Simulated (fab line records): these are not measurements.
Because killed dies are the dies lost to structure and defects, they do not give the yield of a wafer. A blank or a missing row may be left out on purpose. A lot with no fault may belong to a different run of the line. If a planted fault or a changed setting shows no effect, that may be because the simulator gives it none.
Lot-split experiment | flow sky130 | 23 wafers read from 5 lots, route of 708 steps

## ON THE SPLIT
At SKY_VIA4_HDPCVD_00 (deposits SiO2, target thk 1750 nm, time 291.7 s), the setting time s was moved away from the recipe's 291.7 s on 8 of the 23 wafers read, by -14.8% to +12.4%. For the rest of the wafers, this setting stayed at what the recipe calls for.

No step appears in the file between the split and the reading.

## THE READING
VIA4_HDPCVD_THK in nanometres, read at SKY_VIA4_THK_MEAS_01. Fault-free wafers of this fab line usually give 1750 nm, standard deviation 20 nm.

wafer  | tool, chamber at the split | time s as run, s | against the recipe | VIA4_HDPCVD_THK, nm | against lot-mates on the recipe
L077.1 | hdpcvd-02, 0               | 248.4            | -14.8%             | 1520                | -229
L077.2 | hdpcvd-02, 1               | 291.7            | recipe             | 1756                | -
L077.3 | hdpcvd-02, 2               | 248.4            | -14.8%             | 1458                | -291
L077.5 | hdpcvd-02, 0               | 248.4            | -14.8%             | 1497                | -252
L077.6 | hdpcvd-02, 1               | 291.7            | recipe             | 1742                | -
L080.2 | hdpcvd-01, 0               | 291.7            | recipe             | 1768                | -
L080.4 | hdpcvd-01, 1               | 291.7            | recipe             | 1724                | -
L080.5 | hdpcvd-01, 2               | 291.7            | recipe             | 1742                | -
L082.1 | hdpcvd-02, 1               | 291.7            | recipe             | 1758                | -
L082.3 | hdpcvd-02, 2               | 291.7            | recipe             | 1765                | -
L082.4 | hdpcvd-02, 0               | 270.7            | -7.2%              | 1642                | -117
L082.5 | hdpcvd-02, 1               | 270.7            | -7.2%              | 1626                | -133
L082.6 | hdpcvd-02, 2               | 291.7            | recipe             | 1753                | -
L084.1 | hdpcvd-02, 1               | 328              | +12.4%             | 1956                | +230
L084.2 | hdpcvd-02, 0               | 291.7            | recipe             | 1726                | -
L084.3 | hdpcvd-02, 2               | 291.7            | recipe             | 1725                | -
L084.5 | hdpcvd-02, 2               | 328              | +12.4%             | 1939                | +214
L084.6 | hdpcvd-02, 1               | 328              | +12.4%             | 1947                | +222
L085.1 | hdpcvd-01, 2               | 291.7            | recipe             | 1738                | -
L085.2 | hdpcvd-01, 1               | 291.7            | recipe             | 1728                | -
L085.3 | hdpcvd-01, 0               | 291.7            | recipe             | 1752                | -
L085.4 | hdpcvd-01, 2               | 291.7            | recipe             | 1721                | -
L085.5 | hdpcvd-01, 1               | 291.7            | recipe             | 1726                | -

THE FIT
A straight line over all 23 wafers: VIA4_HDPCVD_THK changes by +16.6 nm for each +1% of time s; r = +0.99; the points scatter about the line by 17 nm.
The same after taking each lot's own level away (the mean of its wafers on the recipe; 23 wafers): +17.5 nm for each +1%; r = +0.99; scatter 14 nm.
That fit puts the effect of the largest move of time s on the reading at 2.6e+02 nm.
The span of the lots' own levels, 1725.5 to 1758.7 nm, comes to 1.7 times the standard deviation stated above.
So the lot-to-lot level changes the slope little: the two slopes agree.
Check: -267 nm against its lot-mates is what the line predicts for one of the wafers moved furthest among these (-14.8%) when that wafer is left out of the fit. Against them it came out at -229 nm.

## THE OTHER SPLITS THESE WAFERS WENT THROUGH
Other splits were also applied to these wafers ahead of the reading. Each is held against what the fit with the lots' levels taken away leaves over:
other split on the same wafers   | wafers away from the commonest value | r with VIA4_HDPCVD_THK (lot level and that fit taken away)
SKY_CAP2M_METAL_ETCH_13 time s   | 12                                   | +0.09
SKY_METAL4_COAT_08 spin rpm      | 9                                    | -0.16
SKY_METAL4_DEVELOP_12 dev temp c | 6                                    | -0.34

## THE WHOLE CHAIN: every reading that the file lists as answering this split, in the file's order
step                 | what it does                                    | reading                                                                        | change (the file's fit)              | r (the file's)
SKY_VIA4_HDPCVD_00   | deposits SiO2, target thk 1750 nm, time 291.7 s | SiO2_of_VIA4_HDPCVD_00.thk nm (the simulator's own value, which no gauge read) | +18.3 nm for each +1% of the setting | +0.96
SKY_VIA4_THK_MEAS_01 |                                                 | VIA4_HDPCVD_THK                                                                | +17.5 for each +1% of the setting    | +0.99

## THE FILE'S OWN FIT
VIA4_HDPCVD_THK changes by +17.5 nm for each +1% of time s, r = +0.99.
